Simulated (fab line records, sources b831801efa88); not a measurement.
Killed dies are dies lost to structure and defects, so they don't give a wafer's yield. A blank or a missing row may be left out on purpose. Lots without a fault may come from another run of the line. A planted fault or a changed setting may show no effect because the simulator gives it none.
Which tool did it? | flow sky130 | 24 lots, 72 wafers sampled, at 5 steps of a route of 708

WHAT THE GAUGES READ, wafer by wafer
SKY_CAP2M_THK_MEAS_01.
lot  | measured     | on            | CAP2M_CVD_00_THK (nm)
L074 | day 40 00:34 | film_metro-03 | 15.35 15.11 15.23
L075 | day 40 00:57 | film_metro-04 | 15.57 15.16 15.49
L076 | day 40 04:36 | film_metro-03 | 15.38 15.30 15.72
L077 | day 40 12:32 | film_metro-03 | 15.21 15.31 15.41
L078 | day 40 18:41 | film_metro-04 | 15.21 15.47 15.43
L079 | day 41 04:41 | film_metro-02 | 15.07 14.96 15.25
L080 | day 41 09:58 | film_metro-04 | 15.27 15.24 15.39
L081 | day 42 00:41 | film_metro-03 | 15.19 15.17 15.54
L082 | day 42 06:34 | film_metro-04 | 15.30 15.49 15.52
L084 | day 42 18:48 | film_metro-03 | 15.45 15.05 15.43
L083 | day 42 19:13 | film_metro-02 | 15.26 15.45 15.34
L086 | day 43 19:29 | film_metro-04 | 15.27 15.50 15.41
L085 | day 43 22:38 | film_metro-04 | 15.31 15.63 15.51
L088 | day 44 12:15 | film_metro-03 | 15.21 15.39 15.45
L087 | day 44 13:34 | film_metro-02 | 14.91 15.38 15.29
L089 | day 44 16:09 | film_metro-03 | 15.06 15.52 15.38
L090 | day 44 21:59 | film_metro-03 | 15.08 15.14 15.36
L091 | day 45 02:44 | film_metro-02 | 15.10 15.24 15.32
L092 | day 45 03:19 | film_metro-03 | 15.57 15.52 15.63
L093 | day 45 09:51 | film_metro-04 | 15.11 15.19 15.15
L094 | day 45 10:43 | film_metro-02 | 15.59 15.62 15.52
L095 | day 45 13:11 | film_metro-02 | 15.45 15.56 15.64
L096 | day 46 01:20 | film_metro-03 | 15.34 15.77 15.79
L097 | day 46 11:25 | film_metro-04 | 15.29 15.70 15.26

WHICH TOOL RAN EACH LOT (tool, then ch and the chambers of the sampled wafers, then the start)
lot  | SKY_METAL3_DESCUM_15              | SKY_METAL3_ETCH_16                | SKY_VIA3_CVD_21               | SKY_METAL4_SPUTTER_04
L074 | rie_metal-01 ch 0,1, day 38 19:42 | rie_metal-01 ch 0,1, day 38 19:44 | cvd_w-02 ch 0,1, day 39 23:47 | pvd_sputter-01, day 40 00:30
L075 | rie_metal-04 ch 1, day 38 20:04   | rie_metal-04 ch 1, day 38 20:08   | cvd_w-02 ch 0,1, day 40 00:10 | pvd_sputter-03, day 40 00:52
L076 | rie_metal-03 ch 0,1, day 39 00:36 | rie_metal-03 ch 0,1, day 39 00:38 | cvd_w-01 ch 0,1, day 40 03:49 | pvd_sputter-02, day 40 04:32
L077 | rie_metal-03 ch 0,1, day 39 08:00 | rie_metal-03 ch 0,1, day 39 08:02 | cvd_w-02 ch 0,1, day 40 11:46 | pvd_sputter-02, day 40 12:28
L078 | rie_metal-04 ch 0,1, day 39 14:53 | rie_metal-04 ch 0,1, day 39 14:55 | cvd_w-02 ch 0,1, day 40 17:54 | pvd_sputter-03, day 40 18:37
L079 | rie_metal-01 ch 0,1, day 40 00:00 | rie_metal-01 ch 0,1, day 40 00:02 | cvd_w-01 ch 0,1, day 41 03:54 | pvd_sputter-03, day 41 04:37
L080 | rie_metal-03 ch 0,1, day 40 06:00 | rie_metal-03 ch 0,1, day 40 06:02 | cvd_w-01 ch 0,1, day 41 09:11 | pvd_sputter-02, day 41 09:53
L081 | rie_metal-04 ch 0,1, day 40 21:21 | rie_metal-04 ch 0,1, day 40 21:23 | cvd_w-01 ch 0,1, day 41 23:53 | pvd_sputter-01, day 42 00:37
L082 | rie_metal-04 ch 0,1, day 41 03:18 | rie_metal-04 ch 0,1, day 41 03:20 | cvd_w-02 ch 0,1, day 42 05:47 | pvd_sputter-03, day 42 06:29
L084 | rie_metal-03 ch 0,1, day 41 16:14 | rie_metal-03 ch 0,1, day 41 16:18 | cvd_w-01 ch 0,1, day 42 18:02 | pvd_sputter-03, day 42 18:42
L083 | rie_metal-01 ch 0,1, day 41 16:45 | rie_metal-01 ch 0,1, day 41 16:47 | cvd_w-02 ch 0,1, day 42 18:26 | pvd_sputter-02, day 42 19:08
L086 | rie_metal-01 ch 0,1, day 42 17:18 | rie_metal-01 ch 0,1, day 42 17:20 | cvd_w-02 ch 0,1, day 43 18:34 | pvd_sputter-03, day 43 19:24
L085 | rie_metal-01 ch 0, day 42 19:57   | rie_metal-01 ch 0, day 42 19:59   | cvd_w-01 ch 0,1, day 43 21:52 | pvd_sputter-03, day 43 22:34
L088 | rie_metal-01 ch 0,1, day 43 10:48 | rie_metal-01 ch 0,1, day 43 10:50 | cvd_w-02 ch 0,1, day 44 11:28 | pvd_sputter-02, day 44 12:10
L087 | rie_metal-04 ch 0,1, day 43 11:55 | rie_metal-04 ch 0,1, day 43 11:58 | cvd_w-02 ch 0,1, day 44 12:48 | pvd_sputter-02, day 44 13:28
L089 | rie_metal-04 ch 0,1, day 43 13:51 | rie_metal-04 ch 0,1, day 43 13:53 | cvd_w-02 ch 0,1, day 44 15:13 | pvd_sputter-03, day 44 16:05
L090 | rie_metal-01 ch 0,1, day 43 20:15 | rie_metal-01 ch 0,1, day 43 20:17 | cvd_w-01 ch 0,1, day 44 21:12 | pvd_sputter-01, day 44 21:55
L091 | rie_metal-03 ch 1, day 44 00:12   | rie_metal-03 ch 1, day 44 00:14   | cvd_w-02 ch 0,1, day 45 01:36 | pvd_sputter-02, day 45 02:40
L092 | rie_metal-03 ch 0,1, day 44 01:45 | rie_metal-03 ch 0,1, day 44 01:47 | cvd_w-01 ch 0,1, day 45 02:07 | pvd_sputter-01, day 45 03:14
L093 | rie_metal-03 ch 0,1, day 44 08:24 | rie_metal-03 ch 0,1, day 44 08:26 | cvd_w-02 ch 1, day 45 08:47   | pvd_sputter-01, day 45 09:46
L094 | rie_metal-03 ch 0,1, day 44 09:22 | rie_metal-03 ch 0,1, day 44 09:25 | cvd_w-02 ch 1, day 45 09:55   | pvd_sputter-01, day 45 10:37
L095 | rie_metal-01 ch 1, day 44 12:04   | rie_metal-01 ch 1, day 44 12:08   | cvd_w-02 ch 0,1, day 45 12:23 | pvd_sputter-02, day 45 13:06
L096 | rie_metal-03 ch 0,1, day 45 00:12 | rie_metal-03 ch 0,1, day 45 00:14 | cvd_w-02 ch 0, day 46 00:34   | pvd_sputter-03, day 46 01:16
L097 | rie_metal-01 ch 0,1, day 45 04:37 | rie_metal-01 ch 0,1, day 45 04:40 | cvd_w-02 ch 0,1, day 46 10:39 | pvd_sputter-01, day 46 11:19
- SKY_METAL3_DESCUM_15: chemistry O2, time 8 s.
- SKY_METAL3_ETCH_16: etches BARC in N2/H2, stops on SiO2, time 88.2 s, target depth 60 nm.
- SKY_VIA3_CVD_21: deposits W, target thk 390 nm, time 117.31 s.
- SKY_METAL4_SPUTTER_04: material TiN, target thk 70 nm, time 58.3 s.

WHAT THE TOOLS THEMSELVES READ (means of the sampled wafers that have a number; where no wafer has one, the mark that the record gives instead)
SKY_METAL3_DESCUM_15.
lot  | tool         | drypump_motor_current_A (A) | oes_product_au (a.u.)
L074 | rie_metal-01 | 5.2                         | 0.996
L075 | rie_metal-04 | 5.6                         | 1.022
L076 | rie_metal-03 | 5.6                         | 1.000
L077 | rie_metal-03 | 5.6                         | 0.993
L078 | rie_metal-04 | 5.9                         | 1.023
L079 | rie_metal-01 | 5.2                         | 0.996
L080 | rie_metal-03 | 5.2                         | 1.006
L081 | rie_metal-04 | 5.7                         | 1.013
L082 | rie_metal-04 | 5.9                         | 1.023
L084 | rie_metal-03 | 5.5                         | 1.002
L083 | rie_metal-01 | 5.2                         | 0.994
L086 | rie_metal-01 | 5.2                         | 0.994
L085 | rie_metal-01 | 5.5                         | 0.983
L088 | rie_metal-01 | 5.2                         | 0.990
L087 | rie_metal-04 | 5.7                         | 1.013
L089 | rie_metal-04 | 5.7                         | 1.012
L090 | rie_metal-01 | 5.2                         | 0.988
L091 | rie_metal-03 | 5.9                         | 1.002
L092 | rie_metal-03 | 5.6                         | 1.000
L093 | rie_metal-03 | 5.5                         | 1.001
L094 | rie_metal-03 | 5.1                         | 0.995
L095 | rie_metal-01 | 5.1                         | 1.007
L096 | rie_metal-03 | 5.2                         | 1.016
L097 | rie_metal-01 | 5.2                         | 1.001

SKY_METAL3_ETCH_16.
lot  | tool         | drypump_motor_current_A (A) | oes_product_au (a.u.) | throttle_valve_pct (%)
L074 | rie_metal-01 | 5.2                         | 0.630                 | 13.206
L075 | rie_metal-04 | 5.6                         | 0.624                 | 13.202
L076 | rie_metal-03 | 5.6                         | 0.626                 | 13.211
L077 | rie_metal-03 | 5.6                         | 0.622                 | 13.212
L078 | rie_metal-04 | 5.9                         | 0.624                 | 13.204
L079 | rie_metal-01 | 5.2                         | 0.625                 | 13.200
L080 | rie_metal-03 | 5.2                         | 0.625                 | 13.203
L081 | rie_metal-04 | 5.7                         | 0.625                 | 13.204
L082 | rie_metal-04 | 5.9                         | 0.629                 | 13.198
L084 | rie_metal-03 | 5.6                         | 0.623                 | 13.204
L083 | rie_metal-01 | 5.2                         | 0.630                 | 13.195
L086 | rie_metal-01 | 5.2                         | 0.627                 | 13.211
L085 | rie_metal-01 | 5.5                         | 0.622                 | 13.201
L088 | rie_metal-01 | 5.2                         | 0.627                 | 13.208
L087 | rie_metal-04 | 5.7                         | 0.628                 | 13.206
L089 | rie_metal-04 | 5.7                         | 0.622                 | 13.210
L090 | rie_metal-01 | 5.2                         | 0.621                 | 13.201
L091 | rie_metal-03 | 5.9                         | 0.628                 | 13.196
L092 | rie_metal-03 | 5.5                         | 0.623                 | 13.206
L093 | rie_metal-03 | 5.5                         | 0.623                 | 13.203
L094 | rie_metal-03 | 5.2                         | 0.623                 | 13.200
L095 | rie_metal-01 | 5.1                         | 0.620                 | 13.197
L096 | rie_metal-03 | 5.2                         | 0.627                 | 13.203
L097 | rie_metal-01 | 5.2                         | 0.630                 | 13.200

SKY_VIA3_CVD_21.
lot  | tool     | heater_power_w (W)
L074 | cvd_w-02 | 808
L075 | cvd_w-02 | 796
L076 | cvd_w-01 | 847
L077 | cvd_w-02 | 794
L078 | cvd_w-02 | 814
L079 | cvd_w-01 | 846
L080 | cvd_w-01 | 845
L081 | cvd_w-01 | 856
L082 | cvd_w-02 | 790
L084 | cvd_w-01 | 844
L083 | cvd_w-02 | 793
L086 | cvd_w-02 | 783
L085 | cvd_w-01 | 852
L088 | cvd_w-02 | 828
L087 | cvd_w-02 | 798
L089 | cvd_w-02 | 799
L090 | cvd_w-01 | 837
L091 | cvd_w-02 | 834
L092 | cvd_w-01 | 843
L093 | cvd_w-02 | 771
L094 | cvd_w-02 | 773
L095 | cvd_w-02 | 822
L096 | cvd_w-02 | 840
L097 | cvd_w-02 | 833

SKY_METAL4_SPUTTER_04.
lot  | tool           | throttle_valve_pct (%)
L074 | pvd_sputter-01 | 28.2
L075 | pvd_sputter-03 | 30.1
L076 | pvd_sputter-02 | 29.0
L077 | pvd_sputter-02 | 29.7
L078 | pvd_sputter-03 | 30.1
L079 | pvd_sputter-03 | 29.6
L080 | pvd_sputter-02 | 29.0
L081 | pvd_sputter-01 | 28.9
L082 | pvd_sputter-03 | 29.6
L084 | pvd_sputter-03 | 30.1
L083 | pvd_sputter-02 | 30.0
L086 | pvd_sputter-03 | 30.0
L085 | pvd_sputter-03 | 30.2
L088 | pvd_sputter-02 | 29.9
L087 | pvd_sputter-02 | 31.3
L089 | pvd_sputter-03 | 29.9
L090 | pvd_sputter-01 | 29.6
L091 | pvd_sputter-02 | 31.1
L092 | pvd_sputter-01 | 29.7
L093 | pvd_sputter-01 | 29.0
L094 | pvd_sputter-01 | 28.6
L095 | pvd_sputter-02 | 28.9
L096 | pvd_sputter-03 | 30.4
L097 | pvd_sputter-01 | 28.8

THE ANSWER, worked out from the rows above alone
Rule: what is usual is taken from the lots themselves. Put in order of their means at a reading, lots are off if they are a third of the lots or fewer, leave a main group of 4 or more, and stand apart from it by a gap of 3 or more times the standard deviation of the main group's means; of several such gaps the widest counts. A main group whose means are all the same, to the digits that the tables above print for the reading, isn't used. A lot without any number at a reading at which 4 lots or more have one is off too. The other lots that the step has rows for count as sound. The gauges are gone through in route order, then the tools' own readings, and for those a lot's mean is taken as printed above. The first step at which some lot is off is used, and at that step the reading that is off furthest; a lot without a number counts as furthest.
No lot is off at any reading shown: from this, nothing can be told.

WHAT THE SIMULATOR HAD PUT IN
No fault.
